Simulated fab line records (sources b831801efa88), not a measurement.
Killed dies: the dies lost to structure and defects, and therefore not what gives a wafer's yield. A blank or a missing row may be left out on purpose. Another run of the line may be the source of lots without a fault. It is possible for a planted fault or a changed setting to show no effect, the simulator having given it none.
fab line records	flow sfq-line
record: lots: 14	wafers: 42	last-day: 93
route steps=325 shown L0V@23 I1@84 I2@104 I6@279
lots that met no fault: taken from a fault-free run of the same line
start-h: hours from the record's opening day to when the first of the lot's shown wafers began	wait-h: how many hours have passed since the lot's step before this one	" same as the row above	L1.1+2: a row that stands for several wafers	- value missing, or start not given	* or withheld: withheld	< > ~ a bound
route shown NAME@n: NAME is a module with steps in the file, n the number in the route of the first one	usual: mean/standard deviation of fault-free wafers	same: alike in all rows	chamber/n: place in a boat	sites: each site's reading	_std_site: how widely they spread, as a standard deviation	_edge_site: mean of outer sites minus mean of inner sites	radius-mm: for every site, how far away it sits from the centre of the wafer	mask NAME#n: copy n	behind: the last tool/chamber to shape the wafer	hold: why the lot went on hold/how many hours it stayed there/how the hold came to an end	device: the transistor (n, p or np) that didn't switch	end of line: the tests these same wafers got at the end of their route	a step with no rows: only its recipe	killed: dies that structure and defects cost at the first sort, which is not the same as the wafer's yield	map: per-die view of a wafer (x killed, . not killed, _ where there is no die)
set.NAME: the setting the step ran with; set.NAME@STEP: the setting that earlier step ran with	model.NAME: the simulator's own value behind a step, which no gauge read
steps of the route over a sample of lots; a table a step, a row a wafer
services: a tool's chamber out of use, with start hour (start-h, from the record's first day; less than 0 if before it), hours out, and reason
== steps ==
step: SFQ_L0V_OVL_MEAS_903
usual: L0V_OVL: 0/5.8
lot.wafer	tool	chamber	start-h	wait-h	L0V_OVL[nm]
L494.2	overlay-01	-	136.27	0.1	1
L494.3	"	-	"	"	-4
L494.6	"	-	"	"	4
L495.1	overlay-01	-	144.66	0.1	-6
L495.3	"	-	"	"	2
L495.4	"	-	"	"	-6
L496.2	overlay-02	-	153.07	0.1	12
L496.3	"	-	"	"	11
L496.6	"	-	"	"	7
L497.2	overlay-01	-	157.87	0.1	2
L497.5	"	-	"	"	3
L497.6	"	-	"	"	-2
L498.4	overlay-01	-	164.99	0.1	-10
L498.5	"	-	"	"	-9
L498.6	"	-	"	"	-1
L499.1	overlay-01	-	171.72	0.1	-2
L499.3	"	-	"	"	0
L499.4	"	-	"	"	-3
L500.1	overlay-02	-	178.92	0.1	5
L500.3	"	-	"	"	5
L500.4	"	-	"	"	0
L501.1	overlay-01	-	184.92	0.1	5
L501.2	"	-	"	"	1
L501.5	"	-	"	"	-3
L502.1	overlay-02	-	187.32	0.1	-9
L502.4	"	-	"	"	-11
L502.5	"	-	"	"	-11
L508.1	overlay-02	-	231.86	0.1	5
L508.3	"	-	"	"	3
L508.4	"	-	"	"	6
L509.2	overlay-01	-	239.07	0.1	6
L509.3	"	-	"	"	11
L509.5	"	-	"	"	5
L511.4	overlay-02	-	254.68	0.1	-6
L511.5	"	-	"	"	-2
L511.6	"	-	"	"	-1
L514.2	overlay-01	-	281.90	0.1	-7
L514.4	"	-	"	"	-7
L514.5	"	-	"	"	-7
L516.1	overlay-02	-	297.50	0.1	-3
L516.3	"	-	"	"	-4
L516.6	"	-	"	"	-7
step: SFQ_TRILAYER_I1_VIA_BARC_OPEN_VIA_ETCH_071
recipe: mask-material: PR	chemistry: O2	target-depth-nm: 125	target: BARC	source-w: 500	bias-w: 80	pressure-mtorr: 30	time-s: 41.7
usual: drypump-motor-current-A: 5.8/0.5	oes-product-au: 0.684/0.0048
lot.wafer	tool	chamber	start-h	wait-h	drypump-motor-current-A	oes-product-au	rf-hours-counter-h
L494.2	rie-diel-01	1	649.54	0.0	6.2	0.685	2
L494.3	"	3	"	"	6.6	0.685	17
L494.6	"	3	"	"	6.6	0.694	-
L495.1	rie-diel-04	1	653.14	0.0	5.6	0.682	14
L495.3	"	2	"	"	5.3	0.693	12
L495.4	"	0	"	"	5.8	0.682	25
L496.2	rie-diel-03	1	666.95	0.0	5.7	0.692	15
L496.3	"	3	"	"	4.9	0.685	7
L496.6	"	3	"	"	4.9	0.685	-
L497.2	rie-diel-01	1	672.95	0.0	6.2	0.682	2
L497.5	"	1	"	"	6.2	0.692	-
L497.6	"	0	"	"	5.8	0.685	-
L498.4	rie-diel-03	3	681.52	0.0	4.9	0.687	-
L498.5	"	1	"	"	5.7	0.680	-
L498.6	"	2	"	"	6.3	0.683	-
L499.1	rie-diel-01	0	696.99	0.0	5.8	0.688	11
L499.3	"	1	"	"	6.2	0.682	3
L499.4	"	2	"	"	5.1	0.685	8
L500.1	rie-diel-01	1	722.47	0.0	6.2	0.691	3
L500.3	"	3	"	"	6.6	0.685	17
L500.4	"	2	"	"	5.1	0.672	9
L501.1	rie-diel-03	3	728.47	0.0	4.9	0.679	9
L501.2	"	1	"	"	5.7	0.685	17
L501.5	"	1	"	"	5.7	0.687	-
L502.1	rie-diel-01	0	732.07	0.0	5.8	0.686	12
L502.4	"	3	"	"	6.6	0.687	18
L502.5	"	1	"	"	6.2	0.690	-
L508.1	rie-diel-03	2	762.66	0.0	6.2	0.676	8
L508.3	"	0	"	"	5.7	0.692	1
L508.4	"	1	"	"	5.7	0.683	17
L509.2	rie-diel-01	0	765.06	0.0	5.8	0.682	12
L509.3	"	3	"	"	6.6	0.685	18
L509.5	"	2	"	"	5.1	0.681	-
L511.4	rie-diel-03	2	769.86	0.0	6.2	0.685	8
L511.5	"	1	"	"	5.7	0.678	-
L511.6	"	2	"	"	6.2	0.680	-
L514.2	rie-diel-01	3	775.17	0.0	6.6	0.679	18
L514.4	"	2	"	"	5.1	0.679	9
L514.5	"	1	"	"	6.2	0.681	-
L516.1	rie-diel-03	2	778.77	0.0	6.3	0.693	8
L516.3	"	1	"	"	5.7	0.684	18
L516.6	"	3	"	"	4.9	0.686	-
step: SFQ_TRILAYER_I2_CMP_CMP_064
recipe: material: SiO2	down-force-psi: 3	platen-rpm: 60	pad-velocity-m-s: 0.94248
usual: motor-current-A: 10.5/1.3	platen-rpm: 60.00/0.044	time-to-endpoint-s: 216/5.7
lot.wafer	tool	chamber	start-h	wait-h	motor-current-A	platen-rpm	time-to-endpoint-s
L494.3	cmp-02	1	668.22	14.2	10.1	59.98	211
L494.2	"	3	669.22	15.2	10.0	60.00	208
L494.6	"	1	670.22	16.1	9.8	60.00	214
L495.1	cmp-02	3	671.22	13.5	10.5	60.01	213
L495.4	"	0	"	"	12.5	59.97	226
L495.3	"	2	672.72	15.0	9.8	60.03	209
L496.3	cmp-02	3	805.09	2.0	10.2	59.99	221
L496.2	"	1	806.09	3.0	10.2	60.00	215
L496.6	"	3	807.09	4.0	10.0	59.96	218
L497.2	cmp-02	2	815.84	4.3	9.2	59.96	208
L497.5	"	0	816.84	5.3	13.0	59.97	217
L497.6	"	1	"	"	9.6	59.98	214
L498.4	cmp-01	2	828.49	6.2	11.0	59.94	218
L498.6	"	1	829.99	7.7	11.2	60.05	220
L498.5	"	2	"	"	11.7	60.02	211
L499.1	cmp-02	2	837.79	3.5	9.8	59.85	217
L499.4	"	3	"	"	9.8	59.98	221
L499.3	"	0	"	"	13.2	59.92	212
L500.1	cmp-01	1	865.66	0.0	11.8	60.02	223
L500.4	"	2	"	"	10.9	60.04	216
L500.3	"	0	867.16	1.5	10.7	59.98	219
L501.1	cmp-02	1	873.48	0.5	9.1	60.00	228
L501.2	"	2	"	"	9.8	60.02	220
L501.5	"	0	874.98	2.0	13.4	59.99	222
L502.4	cmp-02	1	880.70	0.5	9.7	59.94	219
L502.1	"	2	"	"	10.1	59.97	219
L502.5	"	1	882.70	2.5	9.2	59.98	211
L508.4	cmp-01	1	906.62	1.1	11.3	59.99	227
L508.3	"	2	"	"	11.9	59.99	220
L508.1	"	3	"	"	8.2	60.08	211
L509.3	cmp-02	0	908.91	1.0	11.8	60.02	224
L509.2	"	1	"	"	9.5	60.05	206
L509.5	"	3	910.41	2.5	10.2	59.97	214
L511.4	cmp-02	3	917.82	1.5	10.1	60.00	213
L511.6	"	0	"	"	13.3	60.00	224
L511.5	"	1	"	"	9.4	59.99	215
L514.4	cmp-01	1	928.26	6.0	11.6	59.96	216
L514.2	"	2	"	"	11.1	59.97	207
L514.5	"	0	929.76	7.5	10.8	60.12	225
L516.3	cmp-01	2	930.26	3.2	11.7	59.90	218
L516.1	"	3	"	"	8.8	59.97	214
L516.6	"	3	932.76	5.7	8.3	59.95	214
step: SFQ_I2_BOW_MEAS_917
recipe: mode: bow
usual: I2_BOW: 3/7.5
lot.wafer	tool	chamber	start-h	wait-h	I2_BOW[um]
L494.2	film-metro-04	-	671.24	1.5	9
L494.3	"	-	"	"	5
L494.6	"	-	"	"	6
L495.1	film-metro-03	-	674.22	2.5	-1
L495.3	"	-	"	"	10
L495.4	"	-	"	"	7
L496.2	film-metro-03	-	807.61	1.0	16
L496.3	"	-	"	"	8
L496.6	"	-	"	"	-7
L497.2	film-metro-02	-	817.86	1.5	-2
L497.5	"	-	"	"	2
L497.6	"	-	"	"	3
L498.4	film-metro-04	-	831.05	2.1	6
L498.5	"	-	"	"	0
L498.6	"	-	"	"	9
L499.1	film-metro-02	-	840.29	2.0	-8
L499.3	"	-	"	"	-4
L499.4	"	-	"	"	1
L500.1	film-metro-03	-	868.66	2.5	14
L500.3	"	-	"	"	9
L500.4	"	-	"	"	-1
L501.1	film-metro-04	-	875.98	2.0	0
L501.2	"	-	"	"	14
L501.5	"	-	"	"	4
L502.1	film-metro-03	-	883.20	1.5	-6
L502.4	"	-	"	"	6
L502.5	"	-	"	"	9
L508.1	film-metro-02	-	909.12	1.0	2
L508.3	"	-	"	"	-2
L508.4	"	-	"	"	-14
L509.2	film-metro-03	-	910.93	1.0	-4
L509.3	"	-	"	"	6
L509.5	"	-	"	"	-9
L509.2	film-metro-03	-	912.25	1.3	-
L509.3	"	-	"	"	-
L509.5	"	-	"	"	-
L511.4	film-metro-02	-	919.38	1.1	-15
L511.5	"	-	"	"	-4
L511.6	"	-	"	"	-3
L511.4	film-metro-02	-	922.08	2.7	-
L511.5	"	-	"	"	-
L511.6	"	-	"	"	-
L514.2	film-metro-03	-	930.28	1.0	7
L514.4	"	-	"	"	19
L514.5	"	-	"	"	1
L516.1	film-metro-03	-	933.26	2.0	3
L516.3	"	-	"	"	8
L516.6	"	-	"	"	11
step: SFQ_TRILAYER_I2_METRO_MEASURE_065
usual: thk-nm: 199.9/0.94
lot.wafer	tool	chamber	start-h	wait-h	thk-nm
L494.2	film-metro-04	-	671.54	0.3	200.4
L494.3	"	-	"	"	201.3
L494.6	"	-	"	"	199.6
L495.1	film-metro-03	-	674.34	0.1	201.6
L495.3	"	-	"	"	200.1
L495.4	"	-	"	"	201.1
L496.2	film-metro-03	-	807.91	0.3	200.2
L496.3	"	-	"	"	201.0
L496.6	"	-	"	"	201.2
L497.2	film-metro-02	-	818.16	0.3	200.7
L497.5	"	-	"	"	200.7
L497.6	"	-	"	"	199.8
L498.4	film-metro-04	-	831.71	0.6	199.4
L498.5	"	-	"	"	199.7
L498.6	"	-	"	"	201.1
L499.1	film-metro-02	-	840.41	0.1	199.1
L499.3	"	-	"	"	200.6
L499.4	"	-	"	"	199.1
L500.1	film-metro-03	-	868.78	0.1	198.8
L500.3	"	-	"	"	199.2
L500.4	"	-	"	"	198.3
L501.1	film-metro-04	-	876.10	0.1	199.3
L501.2	"	-	"	"	199.3
L501.5	"	-	"	"	200.5
L502.1	film-metro-03	-	883.32	0.1	201.6
L502.4	"	-	"	"	201.1
L502.5	"	-	"	"	199.9
L508.1	film-metro-02	-	909.24	0.1	200.4
L508.3	"	-	"	"	199.5
L508.4	"	-	"	"	200.6
L509.2	film-metro-03	-	917.17	4.9	199.6
L509.3	"	-	"	"	179.5
L509.5	"	-	"	"	200.4
L509.2	film-metro-03	-	919.04	1.7	199.5
L509.3	"	-	"	"	179.7
L509.5	"	-	"	"	200.2
L514.2	film-metro-03	-	930.58	0.3	199.1
L514.4	"	-	"	"	199.3
L514.5	"	-	"	"	199.2
L511.4	film-metro-02	-	933.24	11.1	199.3
L511.5	"	-	"	"	200.2
L511.6	"	-	"	"	179.8
L511.4	film-metro-02	-	934.61	1.2	199.5
L511.5	"	-	"	"	200.2
L511.6	"	-	"	"	179.6
L516.1	film-metro-03	-	933.38	0.1	200.8
L516.3	"	-	"	"	199.2
L516.6	"	-	"	"	200.2
step: SFQ_TRILAYER_I2_VIA_ETCH_VIA_ETCH_070
recipe: target: SiO2	stop-on: Nb	mask-material: PR	taper-deg: 20	chemistry: CHF3	target-depth-nm: 260	source-w: 500	bias-w: 80	pressure-mtorr: 30	time-s: withheld
usual: drypump-motor-current-A: 6.0/0.38	oes-product-au: 0.854/0.0051
lot.wafer	tool	chamber	start-h	wait-h	drypump-motor-current-A	oes-product-au
L494.2	rie-diel-02	3	674.87	0.0	6.1	0.848
L494.3	"	0	"	"	6.2	0.856
L494.6	"	0	"	"	6.2	0.843
L495.1	rie-diel-01	0	686.10	0.0	5.8	0.861
L495.3	"	1	"	"	6.2	0.857
L495.4	"	2	"	"	5.1	0.859
L496.2	rie-diel-04	0	815.44	0.0	5.8	0.859
L496.3	"	1	"	"	5.7	0.863
L496.6	"	2	"	"	5.3	0.860
L497.2	rie-diel-04	0	822.65	0.0	5.9	0.861
L497.5	"	3	"	"	6.3	0.861
L497.6	"	2	"	"	5.3	0.857
L498.4	rie-diel-01	1	834.81	0.0	6.2	0.854
L498.5	"	3	"	"	6.6	0.850
L498.6	"	2	"	"	5.1	0.862
L499.1	rie-diel-02	2	843.93	0.0	5.6	0.850
L499.3	"	3	"	"	6.1	0.855
L499.4	"	1	"	"	5.8	0.848
L500.1	rie-diel-04	3	872.30	0.0	6.4	0.848
L500.3	"	0	"	"	5.8	0.850
L500.4	"	1	"	"	5.7	0.847
L501.1	rie-diel-04	0	879.63	0.0	5.8	0.861
L501.2	"	1	"	"	5.6	0.847
L501.5	"	1	"	"	5.7	0.856
L502.1	rie-diel-04	2	1022.69	0.0	5.3	0.858
L502.4	"	0	"	"	5.8	0.856
L502.5	"	0	"	"	5.8	0.858
L508.1	rie-diel-01	0	1051.29	0.0	5.8	0.856
L508.3	"	3	"	"	6.6	0.854
L508.4	"	0	"	"	5.8	0.858
L509.2	rie-diel-04	0	1053.69	0.0	5.8	0.853
L509.3	"	2	"	"	5.4	0.814
L509.5	"	2	"	"	5.4	0.860
L511.4	rie-diel-01	0	1062.02	0.1	5.8	0.856
L511.5	"	1	"	"	6.2	0.853
L511.6	"	3	"	"	6.6	0.804
L514.2	rie-diel-04	0	1070.37	0.0	5.9	0.855
L514.4	"	1	"	"	5.6	0.849
L514.5	"	1	"	"	5.7	0.851
L516.1	rie-diel-01	1	1075.17	0.0	6.2	0.854
L516.3	"	0	"	"	5.8	0.850
L516.6	"	0	"	"	5.8	0.857
step: SFQ_TRILAYER_I6_VIA_STRIP_STRIP_173
recipe: gas: O2	power-w: 200	platen-temp-c: 40	overash-fraction: 0.65	chemistry: O2	pressure-mtorr: 50
usual: drypump-motor-current-A: 6.0/0.43	oes-product-au: 1.000/0.0073
lot.wafer	tool	chamber	start-h	wait-h	drypump-motor-current-A	oes-product-au	rf-hours-counter-h
L494.2	rie-metal-02	0	1811.95	-	6.4	1.006	45
L494.3	"	0	"	"	6.4	0.993	-
L494.6	"	0	"	"	6.4	0.994	-
L495.1	rie-metal-04	0	1817.95	-	5.7	1.008	52
L495.3	"	1	"	"	6.2	1.013	-
L495.4	"	0	"	"	5.7	1.009	-
L496.2	rie-metal-02	1	1821.75	-	6.8	1.003	-
L496.3	"	1	"	"	6.8	1.000	-
L496.6	"	1	"	"	6.8	1.008	-
L497.2	rie-metal-04	1	1825.15	-	6.3	1.006	16
L497.5	"	1	"	"	6.2	1.003	-
L497.6	"	0	"	"	5.7	0.998	-
L498.4	rie-metal-03	0	1872.25	-	5.4	0.992	-
L498.5	"	1	"	"	6.3	0.987	-
L498.6	"	0	"	"	5.4	0.995	-
L499.1	rie-metal-04	1	1874.45	-	6.3	1.009	26
L499.3	"	1	"	"	6.2	1.005	-
L499.4	"	0	"	"	5.7	1.004	-
L500.1	rie-metal-02	1	1879.25	-	6.8	1.009	115
L500.3	"	1	"	"	6.8	1.009	-
L500.4	"	0	"	"	6.4	0.997	-
L501.1	rie-metal-03	1	1882.65	-	6.3	0.995	120
L501.2	"	0	"	"	5.4	1.001	19
L501.5	"	0	"	"	5.4	0.996	-
L502.1	rie-metal-04	0	1883.85	-	5.7	1.001	66
L502.4	"	0	"	"	5.6	0.997	-
L502.5	"	0	"	"	5.7	0.987	-
L508.1	rie-metal-04	0	1893.00	-	5.7	1.002	67
L508.3	"	1	"	"	6.3	1.005	-
L508.4	"	0	"	"	5.7	1.001	-
L509.2	rie-metal-04	1	1895.40	-	6.2	0.994	30
L509.3	"	0	"	"	5.6	1.004	-
L509.5	"	1	"	"	6.3	1.002	-
L511.4	rie-metal-03	0	1899.20	-	5.4	1.004	-
L511.5	"	0	"	"	5.4	1.000	-
L511.6	"	1	"	"	6.3	0.996	-
L514.2	rie-metal-04	1	1978.92	-	6.2	1.007	44
L514.4	"	0	"	"	5.7	1.007	-
L514.5	"	0	"	"	5.7	0.999	-
L516.1	rie-metal-03	0	1987.32	-	5.5	0.996	37
L516.3	"	0	"	"	5.5	1.000	-
L516.6	"	0	"	"	5.5	0.988	-
== services ==
tool	chamber	start-h	hours	kind
cmp-02	-	661.74	3.5	repair
rie-diel-01	3	676.91	5.2	repair
rie-diel-01	0	687.56	1.5	repair
rie-diel-01	3	702.94	11.7	repair
cmp-02	-	743.13	1.8	repair
cmp-02	-	769.70	3.6	pm
cmp-02	-	773.71	7.0	pm
cmp-02	-	812.70	2.1	repair
cmp-02	-	829.68	1.3	repair
cmp-02	-	912.06	4.0	pm
rie-diel-01	-	925.61	2.8	pm
rie-diel-01	2	1008.99	132.0	repair
rie-diel-01	-	1043.32	0.7	repair
rie-diel-01	-	1291.12	2.0	repair
rie-diel-01	3	1379.51	6.3	repair
rie-diel-01	0	1398.00	3.5	repair
rie-diel-01	2	1414.37	5.4	repair
rie-diel-01	0	1453.35	4.6	repair
rie-diel-01	-	1471.41	0.5	repair
rie-diel-01	2	1488.46	1.7	repair
rie-diel-01	0	1655.41	5.1	repair
rie-diel-01	1	1705.11	4.1	repair
rie-diel-01	-	1800.51	1.2	repair
rie-diel-01	0	1841.60	5.4	repair
== key ==
first-sign: step: SFQ_I2_BOW_MEAS_917	reading: visit	direction: added
effect: step: SFQ_TRILAYER_I2_METRO_MEASURE_065	reading: visit	direction: added
effect: step: SFQ_TRILAYER_I2_METRO_MEASURE_065	reading: thk-nm	direction: down	sigmas: 22	usual: 199.9	struck: 179.6
effect: step: SFQ_TRILAYER_I2_VIA_ETCH_VIA_ETCH_070	reading: oes-product-au	direction: down	sigmas: 8.9	usual: 0.854	struck: 0.809
met-at SFQ_TRILAYER_I2_CMP_CMP_064
struck-lots L509,L511
struck-wafers L509.3,L511.6
not-acting-at SFQ_L0V_OVL_MEAS_903,SFQ_TRILAYER_I1_VIA_BARC_OPEN_VIA_ETCH_071,SFQ_TRILAYER_I6_VIA_STRIP_STRIP_173
onset-between 873.48 908.91
fault: kind: process-parameter-drift	tool: cmp-02	chamber: 0	onset-h: 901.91	steps: SFQ_TRILAYER_I2_CMP_CMP_064	channel: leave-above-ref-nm	offset: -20	shape: step	end-h: 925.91	acts-in: these-recipes-only	stated: 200
